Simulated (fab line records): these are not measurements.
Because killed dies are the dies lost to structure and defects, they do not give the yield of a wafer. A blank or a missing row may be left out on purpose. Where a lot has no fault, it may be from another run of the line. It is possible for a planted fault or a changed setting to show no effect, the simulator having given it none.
Which of the tools did it? ; flow sky130 ; 6 lots, 18 wafers sampled, at 1 step of a route of 708

## WHAT THE GAUGES SHOWED, per wafer
SKY_VIA1_RS_MEAS_22: uses a four-point probe to measure.
lot;measured;on;VIA1_W_RS (ohm/sq)
L608;day 35 07:24;film metro-01;0.435 0.443 0.436
L610;day 36 00:13;film metro-01;0.435 0.431 0.438
L612;day 36 09:24;film metro-04;0.444 0.437 0.429
L614;day 37 07:39;film metro-01;0.428 0.450 0.440
L617;day 38 03:07;film metro-03;0.436 0.432 0.442
L629;day 41 10:41;film metro-03;0.444 0.440 0.434

## EACH LOT AND THE TOOL THAT RAN IT (in order: tool; ch and the chambers of the sampled wafers; start)
Before these readings, the record contains no process step.

## THE ANSWER, worked out from the rows above alone
Rule: what is usual is taken from the lots themselves. The widest of any qualifying gaps counts: lots, ordered by their means at a reading, are off when they make up no more than a third of the lots, leave a main group of 4 or more, and stand apart from it by 3 or more times the standard deviation of that group's means. The tables above print the reading to a certain number of digits; a main group whose means all agree to those digits is not used. A lot without any number at a reading at which 4 lots or more have one is off too. Where the step has rows for the other lots, those lots are counted as sound.
Across all readings shown, no lot is off: no conclusion can be drawn from this.

## WHAT THE SIMULATOR HAD INSERTED
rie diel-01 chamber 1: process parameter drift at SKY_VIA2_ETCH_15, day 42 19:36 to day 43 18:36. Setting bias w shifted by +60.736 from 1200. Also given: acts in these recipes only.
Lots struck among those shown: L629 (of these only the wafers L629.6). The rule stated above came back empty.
